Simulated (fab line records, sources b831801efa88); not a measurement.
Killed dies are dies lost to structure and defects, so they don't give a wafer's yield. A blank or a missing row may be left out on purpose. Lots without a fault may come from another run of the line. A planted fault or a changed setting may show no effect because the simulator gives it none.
Chamber matching | flow gf180mcu | GF_POLY_GATE_ETCH_13 on rie_si-02: 4 sister chambers
The step etches poly-Si in HBr/Cl2, stops on SiO2, target depth 198.5 nm, time 69.6 s. 4 wafers are shown with their chamber, then 7 later ones without.

WAFERS WITH THEIR CHAMBER
wafer  | chamber | drypump_motor_current_A (A)
L448.4 | 1       | 6.3
L451.6 | 0       | 5.0
L452.1 | 3       | 5.4
L452.2 | 2       | 5.1

WAFERS WITHOUT THEIR CHAMBER
wafer  | drypump_motor_current_A (A)
L452.3 | 5.0
L453.2 | 5.4
L453.4 | 6.3
L453.6 | 5.4
L456.1 | 5.1
L456.2 | 5.3
L456.4 | 5.1

WHICH CHAMBER EACH WENT THROUGH
wafer  | from the rows above | in truth
L452.3 | 0                   | 0
L453.2 | 3                   | 3
L453.4 | 1                   | 1
L453.6 | 3                   | 3
L456.1 | 2                   | 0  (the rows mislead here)
L456.2 | 3                   | 3
L456.4 | 2                   | 2
Placed correctly: 6 of 7. Can't be placed from these rows: 0. Placed wrongly: 1.
How it was worked out, from the rows above alone: a wafer's distance from a chamber is the root of the sum, over the readings, of the square of ((its reading less the chamber's mean) divided by the reading's scatter). The wafer belongs to the nearest chamber; if the next one is less than 2 further off, it can't be placed. A chamber's mean is the mean of its shown wafers. The scatter: with one shown wafer a chamber, the root of the mean of the squares of how far each hidden wafer lies from its nearest shown one.
